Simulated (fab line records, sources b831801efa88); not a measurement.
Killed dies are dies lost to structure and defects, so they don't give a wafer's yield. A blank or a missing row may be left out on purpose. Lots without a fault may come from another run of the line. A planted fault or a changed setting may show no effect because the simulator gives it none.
Which tool did it? | flow sky130 | 12 lots, 36 wafers sampled, at 5 steps of a route of 708

WHAT THE GAUGES READ, wafer by wafer
SKY_FIELD_ISO_THK_MEAS_02.
lot  | measured    | on            | FIELD_ISO_OXIDATION_00_THK (nm)
L398 | day 1 12:34 | film_metro-01 | 12.22 12.05 12.24
L400 | day 1 22:22 | film_metro-01 | 11.84 11.91 11.99
L402 | day 2 08:42 | film_metro-03 | 11.90 11.74 11.92
L404 | day 2 21:49 | film_metro-01 | 12.03 11.95 11.71
L408 | day 3 13:39 | film_metro-03 | 12.12 11.94 12.08
L409 | day 3 20:06 | film_metro-02 | 11.96 12.09 11.73
L410 | day 4 02:57 | film_metro-02 | 12.24 12.10 11.92
L412 | day 4 11:35 | film_metro-01 | 12.20 12.00 12.19
L413 | day 4 19:45 | film_metro-01 | 12.22 11.96 12.04
L416 | day 5 11:05 | film_metro-01 | 12.12 12.38 12.21
L418 | day 5 20:46 | film_metro-02 | 12.14 12.30 12.12
L421 | day 6 07:44 | film_metro-02 | 12.23 12.05 12.18

SKY_NWELL_TW_MEAS_15.
lot  | measured     | on            | NWELL_TW
L398 | day 4 15:09  | film_metro-01 | 1817 1822 1830
L400 | day 5 05:20  | film_metro-02 | 1819 1805 1810
L402 | day 5 12:58  | film_metro-01 | 1828 1834 1831
L404 | day 6 01:38  | film_metro-01 | 1801 1813 1803
L408 | day 7 15:37  | film_metro-02 | 1801 1800 1803
L409 | day 7 16:35  | film_metro-01 | 1814 1823 1814
L410 | day 7 16:54  | film_metro-02 | 1800 1808 1801
L412 | day 8 09:42  | film_metro-02 | 1798 1801 1796
L413 | day 8 21:15  | film_metro-04 | 1814 1815 1816
L416 | day 9 05:23  | film_metro-01 | 1828 1834 1829
L418 | day 9 17:45  | film_metro-02 | 1804 1816 1806
L421 | day 10 03:27 | film_metro-01 | 1849 1838 1837

SKY_VT_ADJUST_HVTP_TW_MEAS_11.
lot  | measured     | on            | VT_ADJUST_HVTP_TW
L398 | day 6 00:53  | film_metro-03 | 1364 1362 1362
L400 | day 6 17:13  | film_metro-04 | 1344 1343 1348
L402 | day 7 01:01  | film_metro-04 | 1337 1344 1347
L404 | day 7 15:28  | film_metro-03 | 1371 1358 1365
L408 | day 9 09:32  | film_metro-01 | 1404 1395 1392 1390 1392 1385
L409 | day 9 10:06  | film_metro-04 | 1387 1387 1393 1393 1389 1387
L410 | day 9 10:25  | film_metro-04 | 1359 1356 1360
L412 | day 10 04:25 | film_metro-04 | 1358 1346 1346
L413 | day 10 17:40 | film_metro-01 | 1363 1364 1365
L416 | day 11 02:12 | film_metro-01 | 1364 1361 1366
L418 | day 11 15:26 | film_metro-04 | 1361 1360 1354
L421 | day 12 01:34 | film_metro-01 | 1362 1362 1363

WHICH TOOL RAN EACH LOT (tool, then ch and the chambers of the sampled wafers, then the start)
lot  | SKY_VT_ADJUST_HVTP_IMPLANT_09   | SKY_VT_ADJUST_HVTP_STRIP_10
L398 | implanter-04 ch 0, day 6 00:38  | plasma_asher-03 ch 0,1, day 6 00:46
L400 | implanter-04 ch 0, day 6 16:58  | plasma_asher-02 ch 0,1, day 6 17:07
L402 | implanter-01 ch 0, day 7 00:46  | plasma_asher-02 ch 0,1, day 7 00:55
L404 | implanter-04 ch 0, day 7 15:13  | plasma_asher-04 ch 0,1, day 7 15:22
L408 | implanter-04 ch 0, day 9 09:19  | plasma_asher-03 ch 0,1, day 9 09:26
L409 | implanter-04 ch 0, day 9 09:52  | plasma_asher-04 ch 0,1, day 9 09:59
L410 | implanter-01 ch 0, day 9 10:10  | plasma_asher-03 ch 0,1, day 9 10:19
L412 | implanter-02 ch 0, day 10 04:11 | plasma_asher-03 ch 0,1, day 10 04:20
L413 | implanter-01 ch 0, day 10 17:25 | plasma_asher-03 ch 0,1, day 10 17:34
L416 | implanter-02 ch 0, day 11 01:59 | plasma_asher-03 ch 0,1, day 11 02:06
L418 | implanter-01 ch 0, day 11 15:13 | plasma_asher-02 ch 0,1, day 11 15:21
L421 | implanter-02 ch 0, day 12 01:19 | plasma_asher-04 ch 0,1, day 12 01:28
- SKY_VT_ADJUST_HVTP_IMPLANT_09
- SKY_VT_ADJUST_HVTP_STRIP_10: strips in O2/N2.

WHAT THE TOOLS THEMSELVES READ (means of the sampled wafers that have a number; where no wafer has one, the mark that the record gives instead)
SKY_VT_ADJUST_HVTP_IMPLANT_09.
lot  | tool         | beam_energy_keV | end_station_pressure_torr (Torr)
L398 | implanter-04 | 150.06          | 4.95e-06
L400 | implanter-04 | 150.04          | 5.17e-06
L402 | implanter-01 | 150.03          | 4.84e-06
L404 | implanter-04 | 149.95          | 4.88e-06
L408 | implanter-04 | 162.85          | 5.13e-06
L409 | implanter-04 | 162.84          | 4.98e-06
L410 | implanter-01 | 150.00          | 5.11e-06
L412 | implanter-02 | 150.02          | 5.11e-06
L413 | implanter-01 | 150.00          | 4.93e-06
L416 | implanter-02 | 149.98          | 5.18e-06
L418 | implanter-01 | 149.98          | 4.76e-06
L421 | implanter-02 | 149.97          | 5.06e-06

SKY_VT_ADJUST_HVTP_STRIP_10.
lot  | tool            | drypump_motor_current_A (A) | oes_product_au (a.u.) | strip_time_to_endpoint_s (s)
L398 | plasma_asher-03 | 5.1                         | 0.718                 | 14.13
L400 | plasma_asher-02 | 5.6                         | 0.718                 | 14.21
L402 | plasma_asher-02 | 5.6                         | 0.718                 | 14.19
L404 | plasma_asher-04 | 5.9                         | 0.717                 | 14.16
L408 | plasma_asher-03 | 5.2                         | 0.716                 | 14.19
L409 | plasma_asher-04 | 5.4                         | 0.711                 | 14.15
L410 | plasma_asher-03 | 5.3                         | 0.721                 | 14.17
L412 | plasma_asher-03 | 5.3                         | 0.718                 | 14.11
L413 | plasma_asher-03 | 5.3                         | 0.720                 | 14.17
L416 | plasma_asher-03 | 5.1                         | 0.715                 | 14.15
L418 | plasma_asher-02 | 5.5                         | 0.718                 | 14.26
L421 | plasma_asher-04 | 5.8                         | 0.717                 | 14.11

THE ANSWER, worked out from the rows above alone
Rule: what is usual is taken from the lots themselves. Put in order of their means at a reading, lots are off if they are a third of the lots or fewer, leave a main group of 4 or more, and stand apart from it by a gap of 3 or more times the standard deviation of the main group's means; of several such gaps the widest counts. A main group whose means are all the same, to the digits that the tables above print for the reading, isn't used. A lot without any number at a reading at which 4 lots or more have one is off too. The other lots that the step has rows for count as sound. The gauges are gone through in route order, then the tools' own readings, and for those a lot's mean is taken as printed above. The first step at which some lot is off is used, and at that step the reading that is off furthest; a lot without a number counts as furthest.
Off: L408, L409, at SKY_VT_ADJUST_HVTP_TW_MEAS_11 (VT_ADJUST_HVTP_TW). The main group: mean 1357, standard deviation 7.8.
A tool fits if, at a process step before that reading, it ran every lot that is off, and no sound lot after the first of them. The gauges at SKY_VT_ADJUST_HVTP_TW_MEAS_11 aren't tried: what is off there is off at SKY_VT_ADJUST_HVTP_IMPLANT_09 too, on other tools, and a gauge's error can't cause that. One fits: implanter-04 at SKY_VT_ADJUST_HVTP_IMPLANT_09. Its last sound lot is L404 (day 7 15:13), its first lot that is off L408 (day 9 09:19): a fault that began between those two fits.
The tool's own readings at SKY_VT_ADJUST_HVTP_IMPLANT_09 bear it out: on the lots that are off they differ by more than 5 times the standard deviation of the sound lots' means. beam_energy_keV reads 162.84 there against 150.00 on the sound lots.

WHAT THE SIMULATOR HAD PUT IN
Process parameter drift: implanter-04, from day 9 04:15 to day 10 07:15, at SKY_VT_ADJUST_HVTP_IMPLANT_09. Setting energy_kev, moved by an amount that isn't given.
Lots struck among those shown: L408, L409. The rule above found the same.
